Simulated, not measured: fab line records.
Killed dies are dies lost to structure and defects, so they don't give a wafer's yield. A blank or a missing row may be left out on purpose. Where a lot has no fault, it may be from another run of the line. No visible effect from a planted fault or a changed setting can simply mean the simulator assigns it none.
fab line records -- flow gf180mcu
record: lots: 13, wafers: 39, lastDay: 34
route steps=602 shown HV_LDD@197 V1@338 M5@537 TOP_METAL@567
lots that met no fault: taken from a fault-free run of the same line
startH: the number of hours between the record's first day and the start of the first shown wafer of the lot -- waitH: time in hours since the lot's previous step -- " repeats the value in the row above -- L1.1+2: several wafers, shown together as one row -- - no value present, or no start provided -- * or withheld: withheld -- < > ~ a bound
route shown NAME@n: NAME is a module with steps in the file, n the number in the route of the first one -- usual: average and standard deviation across the fault-free wafers -- same: alike in all rows -- chamber/n: place in a boat -- sites: each site's reading -- _std_site: standard deviation of those values -- _edge_site: outer sites' mean less inner sites' -- radiusMm: for every site, how far away it sits from the centre of the wafer -- mask NAME#n: copy n -- behind: the last tool/chamber to shape the wafer -- hold: cause of the lot's hold/its duration in hours/its outcome -- device: which transistor (n, p or np) failed to switch -- end of line: tests run on the same wafers once the route is complete -- a step without rows: its recipe alone -- killed: dies that structure and defects cost at the first sort, which is not the same as the wafer's yield -- map: the dies of a wafer, with x for killed, . for not killed, _ for no die there
set.NAME: the setting as run; set.NAME@STEP: as run at that earlier step -- model.NAME: the simulator's own value behind a step, which no gauge read
one table for each step of the route and one row for each wafer, over a sample of lots
services: when a tool's chamber went out of use (startH, in hours from the record's first day, below 0 if earlier), for how many hours, and the reason
== steps ==
step: GF_HV_LDD_IMPLANT_21
recipe: species: BF2, energyKev: 25, doseCm2: 5e+13, tiltDeg: 7
usual: beamEnergyKeV: 24.999/0.0074
lot.wafer,tool,chamber,startH,waitH,beamEnergyKeV
L536.1,implanter-04,0,232.70,0.0,25.005
L536.3,implanter-04,0,232.70,0.0,25.002
L536.6,implanter-04,0,232.70,0.0,24.997
L539.1,implanter-01,0,255.80,0.0,25.004
L539.4,implanter-01,0,255.80,0.0,25.000
L539.5,implanter-01,0,255.80,0.0,24.994
L540.3,implanter-04,0,263.06,0.1,25.005
L540.4,implanter-04,0,263.06,0.1,25.001
L540.5,implanter-04,0,263.06,0.1,24.988
L541.1,implanter-03,0,268.90,0.0,25.006
L541.2,implanter-03,0,268.90,0.0,24.995
L541.4,implanter-03,0,268.90,0.0,25.004
L542.1,implanter-03,0,279.86,0.0,25.012
L542.4,implanter-03,0,279.86,0.0,25.012
L542.5,implanter-03,0,279.86,0.0,25.010
L544.1,implanter-03,0,297.31,0.0,16.356
L544.4,implanter-03,0,297.31,0.0,16.350
L544.5,implanter-03,0,297.31,0.0,16.350
L545.3,implanter-01,0,301.41,0.1,25.003
L545.5,implanter-01,0,301.41,0.1,25.004
L545.6,implanter-01,0,301.41,0.1,25.011
L546.1,implanter-03,0,315.51,0.0,16.350
L546.3,implanter-03,0,315.51,0.0,16.354
L546.4,implanter-03,0,315.51,0.0,16.347
L553.1,implanter-01,0,366.85,0.0,24.978
L553.3,implanter-01,0,366.85,0.0,24.988
L553.6,implanter-01,0,366.85,0.0,24.991
L554.4,implanter-01,0,374.18,0.1,25.003
L554.5,implanter-01,0,374.18,0.1,25.005
L554.6,implanter-01,0,374.18,0.1,25.005
L555.2,implanter-03,0,379.38,0.0,25.013
L555.4,implanter-03,0,379.38,0.0,25.015
L555.6,implanter-03,0,379.38,0.0,25.006
L556.3,implanter-03,0,385.01,0.1,25.012
L556.4,implanter-03,0,385.01,0.1,25.003
L556.5,implanter-03,0,385.01,0.1,25.003
L559.1,implanter-03,0,410.40,0.0,24.992
L559.5,implanter-03,0,410.40,0.0,24.984
L559.6,implanter-03,0,410.40,0.0,24.999
step: GF_HV_LDD_TW_MEAS_23
usual: HV_LDD_2_TW: 1056/7.4
lot.wafer,tool,chamber,startH,waitH,HV_LDD_2_TW
L536.1,filmMetro-04,-,232.95,0.1,1063
L536.3,filmMetro-04,-,232.95,0.1,1060
L536.6,filmMetro-04,-,232.95,0.1,1056
L539.1,filmMetro-04,-,256.05,0.1,1070
L539.4,filmMetro-04,-,256.05,0.1,1069
L539.5,filmMetro-04,-,256.05,0.1,1065
L540.3,filmMetro-01,-,263.28,0.1,1048
L540.4,filmMetro-01,-,263.28,0.1,1049
L540.5,filmMetro-01,-,263.28,0.1,1042
L541.1,filmMetro-04,-,269.15,0.1,1060
L541.2,filmMetro-04,-,269.15,0.1,1062
L541.4,filmMetro-04,-,269.15,0.1,1058
L542.1,filmMetro-03,-,280.11,0.1,1066
L542.4,filmMetro-03,-,280.11,0.1,1057
L542.5,filmMetro-03,-,280.11,0.1,1063
L544.1,filmMetro-03,-,297.56,0.1,933
L544.4,filmMetro-03,-,297.56,0.1,934
L544.5,filmMetro-03,-,297.56,0.1,932
L545.3,filmMetro-03,-,301.63,0.1,1055
L545.5,filmMetro-03,-,301.63,0.1,1059
L545.6,filmMetro-03,-,301.63,0.1,1049
L546.1,filmMetro-01,-,315.76,0.1,934
L546.3,filmMetro-01,-,315.76,0.1,935
L546.4,filmMetro-01,-,315.76,0.1,930
L553.1,filmMetro-01,-,367.10,0.1,1051
L553.3,filmMetro-01,-,367.10,0.1,1052
L553.6,filmMetro-01,-,367.10,0.1,1047
L554.4,filmMetro-01,-,374.39,0.1,1055
L554.5,filmMetro-01,-,374.39,0.1,1049
L554.6,filmMetro-01,-,374.39,0.1,1043
L555.2,filmMetro-01,-,379.62,0.1,1051
L555.4,filmMetro-01,-,379.62,0.1,1056
L555.6,filmMetro-01,-,379.62,0.1,1052
L556.3,filmMetro-03,-,385.23,0.1,1055
L556.4,filmMetro-03,-,385.23,0.1,1054
L556.5,filmMetro-03,-,385.23,0.1,1059
L559.1,filmMetro-01,-,410.65,0.1,1045
L559.5,filmMetro-01,-,410.65,0.1,1039
L559.6,filmMetro-01,-,410.65,0.1,1048
step: GF_V1_THK_MEAS_03
recipe: reads: SiO2_of_V1_CVD_02
usual: V1_CVD_02_THK: 852/12
lot.wafer,tool,chamber,startH,waitH,V1_CVD_02_THK[nm]
L536.1,filmMetro-04,-,383.63,0.0,854
L536.3,filmMetro-04,-,383.63,0.0,846
L536.6,filmMetro-04,-,383.63,0.0,859
L539.1,filmMetro-01,-,414.65,0.0,852
L539.4,filmMetro-01,-,414.65,0.0,863
L539.5,filmMetro-01,-,414.65,0.0,862
L540.3,filmMetro-01,-,422.24,0.1,860
L540.4,filmMetro-01,-,422.24,0.1,868
L540.5,filmMetro-01,-,422.24,0.1,859
L541.1,filmMetro-01,-,429.35,0.0,839
L541.2,filmMetro-01,-,429.35,0.0,846
L541.4,filmMetro-01,-,429.35,0.0,862
L542.1,filmMetro-04,-,440.69,0.0,850
L542.4,filmMetro-04,-,440.69,0.0,850
L542.5,filmMetro-04,-,440.69,0.0,860
L544.1,filmMetro-02,-,462.35,0.0,855
L544.4,filmMetro-02,-,462.35,0.0,872
L544.5,filmMetro-02,-,462.35,0.0,853
L545.3,filmMetro-01,-,468.27,0.1,847
L545.5,filmMetro-01,-,468.27,0.1,869
L545.6,filmMetro-01,-,468.27,0.1,861
L546.1,filmMetro-04,-,482.22,0.0,855
L546.3,filmMetro-04,-,482.22,0.0,841
L546.4,filmMetro-04,-,482.22,0.0,854
L553.1,filmMetro-01,-,538.55,0.0,827
L553.3,filmMetro-01,-,538.55,0.0,843
L553.6,filmMetro-01,-,538.55,0.0,840
L554.4,filmMetro-01,-,547.16,0.0,872
L554.5,filmMetro-01,-,547.16,0.0,861
L554.6,filmMetro-01,-,547.16,0.0,875
L555.2,filmMetro-01,-,551.84,0.0,852
L555.4,filmMetro-01,-,551.84,0.0,844
L555.6,filmMetro-01,-,551.84,0.0,860
L556.3,filmMetro-04,-,557.88,0.1,861
L556.4,filmMetro-04,-,557.88,0.1,877
L556.5,filmMetro-04,-,557.88,0.1,869
L559.1,filmMetro-02,-,582.17,0.0,826
L559.5,filmMetro-02,-,582.17,0.0,858
L559.6,filmMetro-02,-,582.17,0.0,846
step: GF_M5_STRIP_11
recipe: chemistry: O2/N2, powerW: 1400, pressureMtorr: 1500, platenTempC: 250, o2FlowSccm: 3000, n2FlowSccm: 300, overashFraction: 0.5
usual: drypumpMotorCurrentA: 5.6/0.45, heaterPowerW: 331/21, o2FlowSccm: 3000/10, oesProductAu: 0.524/0.0048, stripTimeToEndpointS: 7.05/0.055
same: overashFraction: 0.5
lot.wafer,tool,chamber,startH,waitH,drypumpMotorCurrentA,heaterPowerW,o2FlowSccm,oesProductAu,rfHoursCounterH,stripTimeToEndpointS
L536.1,plasmaAsher-03,1,602.77,0.1,5.1,353,2993,0.522,21,6.99
L536.3,plasmaAsher-03,1,602.77,0.1,5.1,354,2997,0.519,-,6.98
L536.6,plasmaAsher-03,0,602.77,0.1,5.7,323,2995,0.522,-,7.05
L539.1,plasmaAsher-03,0,628.61,0.1,5.7,319,2999,0.521,24,7.02
L539.4,plasmaAsher-03,0,628.61,0.1,5.7,319,3003,0.537,-,7.06
L539.5,plasmaAsher-03,1,628.61,0.1,5.1,342,3007,0.522,-,7.03
L540.3,plasmaAsher-03,1,636.50,0.1,5.1,357,3015,0.521,-,7.08
L540.4,plasmaAsher-03,0,636.50,0.1,5.7,321,3018,0.521,-,7.00
L540.5,plasmaAsher-03,1,636.50,0.1,5.1,351,3013,0.523,-,7.08
L541.1,plasmaAsher-02,0,642.94,0.2,6.2,296,3010,0.525,58,7.09
L541.2,plasmaAsher-02,1,642.94,0.2,5.7,330,2989,0.526,58,7.09
L541.4,plasmaAsher-02,1,642.94,0.2,5.7,319,3001,0.531,-,7.11
L542.1,plasmaAsher-04,0,652.98,0.1,5.8,367,3010,0.522,94,7.05
L542.4,plasmaAsher-04,1,652.98,0.1,4.7,337,2994,0.528,-,7.12
L542.5,plasmaAsher-04,1,652.98,0.1,4.8,340,3011,0.535,-,7.04
L544.1,plasmaAsher-02,0,668.31,0.1,6.3,296,2984,0.521,60,7.10
L544.4,plasmaAsher-02,0,668.31,0.1,6.3,297,2980,0.525,-,7.10
L544.5,plasmaAsher-02,0,668.31,0.1,6.3,298,2974,0.524,-,7.06
L545.3,plasmaAsher-02,1,676.50,0.1,5.7,327,3014,0.524,-,6.99
L545.5,plasmaAsher-02,0,676.50,0.1,6.2,295,2994,0.525,-,6.97
L545.6,plasmaAsher-02,1,676.50,0.1,5.8,323,3022,0.527,-,7.02
L546.1,plasmaAsher-04,1,685.86,0.1,4.8,327,2991,0.517,98,6.96
L546.3,plasmaAsher-04,1,685.86,0.1,4.8,332,2990,0.523,-,6.95
L546.4,plasmaAsher-04,0,685.86,0.1,5.8,362,2985,0.526,-,6.99
L554.4,plasmaAsher-03,0,737.78,0.1,5.7,319,2988,0.525,-,7.11
L554.5,plasmaAsher-03,1,737.78,0.1,5.1,352,2993,0.532,-,7.11
L554.6,plasmaAsher-03,0,737.78,0.1,5.7,310,3002,0.527,-,7.07
L553.1,plasmaAsher-03,1,739.68,0.2,5.1,355,3007,0.527,35,7.09
L553.3,plasmaAsher-03,1,739.68,0.2,5.2,359,3006,0.527,-,7.04
L553.6,plasmaAsher-03,0,739.68,0.2,5.8,324,2997,0.532,-,7.11
L555.2,plasmaAsher-03,0,742.16,0.1,5.7,323,3008,0.526,36,7.08
L555.4,plasmaAsher-03,1,742.16,0.1,5.1,359,2998,0.532,-,7.10
L555.6,plasmaAsher-03,0,742.16,0.1,5.7,325,3006,0.521,-,6.94
L556.3,plasmaAsher-04,0,744.15,0.1,5.8,355,3009,0.518,-,7.09
L556.4,plasmaAsher-04,1,744.15,0.1,4.7,340,2999,0.520,-,6.99
L556.5,plasmaAsher-04,1,744.15,0.1,4.8,342,2992,0.513,-,7.01
L559.1,plasmaAsher-03,0,763.11,0.1,5.7,314,3003,0.524,38,7.03
L559.5,plasmaAsher-03,0,763.11,0.1,5.7,321,3006,0.516,-,7.03
L559.6,plasmaAsher-03,1,763.11,0.1,5.1,353,2994,0.517,-,7.01
step: GF_TOP_METAL_SPUTTER_00
recipe: material: Ti, targetThkNm: 37.5, arrivingIonEnergyEv: 80, substrateTempC: 200, chamberPressurePa: 2, powerW: 4000, timeS: 150
usual: chamberPressurePa: 2.000/0.0038, throttleValvePct: 29.8/1.1
lot.wafer,tool,chamber,startH,waitH,chamberPressurePa,throttleValvePct
L536.1,pvdSputter-01,-,625.44,0.2,1.997,29.4
L536.3,pvdSputter-01,-,625.44,0.2,2.003,30.7
L536.6,pvdSputter-01,-,625.44,0.2,2.003,30.6
L539.1,pvdSputter-04,-,650.99,0.2,1.999,29.8
L539.4,pvdSputter-04,-,650.99,0.2,2.008,28.3
L539.5,pvdSputter-04,-,650.99,0.2,2.000,28.1
L540.3,pvdSputter-04,-,659.32,0.2,2.002,28.3
L540.4,pvdSputter-04,-,659.32,0.2,1.998,31.4
L540.5,pvdSputter-04,-,659.32,0.2,2.001,29.9
L541.1,pvdSputter-01,-,664.98,0.2,2.002,30.5
L541.2,pvdSputter-01,-,664.98,0.2,1.998,29.6
L541.4,pvdSputter-01,-,664.98,0.2,2.000,30.6
L542.1,pvdSputter-04,-,675.48,0.1,2.000,31.4
L542.4,pvdSputter-04,-,675.48,0.1,1.992,31.4
L542.5,pvdSputter-04,-,675.48,0.1,2.007,29.7
L544.1,pvdSputter-04,-,690.02,0.1,2.000,28.2
L544.4,pvdSputter-04,-,690.02,0.1,1.997,31.6
L544.5,pvdSputter-04,-,690.02,0.1,2.002,30.1
L545.3,pvdSputter-04,-,698.54,0.2,2.000,30.1
L545.5,pvdSputter-04,-,698.54,0.2,1.999,28.1
L545.6,pvdSputter-04,-,698.54,0.2,2.000,30.1
L546.1,pvdSputter-01,-,707.09,0.1,1.992,29.4
L546.3,pvdSputter-01,-,707.09,0.1,1.999,29.6
L546.4,pvdSputter-01,-,707.09,0.1,2.001,29.8
L554.4,pvdSputter-04,-,758.59,0.2,2.002,29.4
L554.5,pvdSputter-04,-,758.59,0.2,1.991,31.7
L554.6,pvdSputter-04,-,758.59,0.2,2.006,28.1
L553.1,pvdSputter-02,-,759.63,0.1,1.996,29.8
L553.3,pvdSputter-02,-,759.63,0.1,2.004,27.6
L553.6,pvdSputter-02,-,759.63,0.1,2.003,29.5
L555.2,pvdSputter-04,-,761.64,0.1,2.006,31.7
L555.4,pvdSputter-04,-,761.64,0.1,2.005,28.1
L555.6,pvdSputter-04,-,761.64,0.1,2.007,31.5
L556.3,pvdSputter-02,-,764.53,0.1,1.998,29.9
L556.4,pvdSputter-02,-,764.53,0.1,1.999,27.6
L556.5,pvdSputter-02,-,764.53,0.1,1.997,29.9
L559.1,pvdSputter-02,-,781.12,0.1,1.999,32.0
L559.5,pvdSputter-02,-,781.12,0.1,1.997,30.0
L559.6,pvdSputter-02,-,781.12,0.1,1.999,31.5
== services ==
tool,chamber,startH,hours,kind
plasmaAsher-03,-,211.45,4.5,repair
implanter-01,-,231.52,4.6,pm
pvdSputter-01,-,253.70,1.9,repair
implanter-03,-,255.21,4.0,pm
pvdSputter-01,-,256.22,1.3,repair
plasmaAsher-02,-,273.28,0.9,repair
implanter-03,-,419.84,1.4,repair
plasmaAsher-03,-,421.25,9.0,pm
implanter-03,-,481.37,3.1,pm
plasmaAsher-03,-,559.39,0.5,repair
pvdSputter-04,-,580.08,1.3,repair
implanter-01,-,590.55,9.2,repair
implanter-03,-,594.25,4.1,repair
pvdSputter-04,-,613.60,3.0,repair
implanter-01,-,626.01,3.5,repair
implanter-01,-,631.65,5.9,repair
plasmaAsher-03,-,633.39,2.4,repair
implanter-01,-,651.71,2.0,repair
implanter-01,-,654.47,6.6,repair
implanter-03,-,666.34,1.1,repair
implanter-01,-,720.52,4.0,pm
implanter-03,-,722.47,30.1,pm
implanter-03,-,752.57,5.0,pm
plasmaAsher-03,-,764.40,2.8,pm
== key ==
firstSign: step: GF_HV_LDD_IMPLANT_21, reading: beamEnergyKeV, direction: down, sigmas: 99+, usual: 24.999, struck: 16.351
effect: step: GF_HV_LDD_TW_MEAS_23, reading: HV_LDD_2_TW, direction: down, sigmas: 17, usual: 1056, struck: 933
metAt GF_HV_LDD_IMPLANT_21
struckLots L544,L546
testerLeftOut L544,L546
notActingAt GF_V1_THK_MEAS_03,GF_M5_STRIP_11,GF_TOP_METAL_SPUTTER_00
onsetBetween 279.86 297.31
fault: kind: processParameterDrift, tool: implanter-03, chamber: -, onsetH: 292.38, steps: GF_HV_LDD_IMPLANT_21, channel: energyKev, offset: -8.6484, shape: step, endH: 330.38, actsIn: theseRecipesOnly, stated: 25
testerLeftOut: of these lots the tester's yield and bins aren't shown, on N5 and GAA mostly nor the transistor test; their killed dies are dies lost to structure and defects alone, not to doping, threshold or leakage, so they don't give the yield
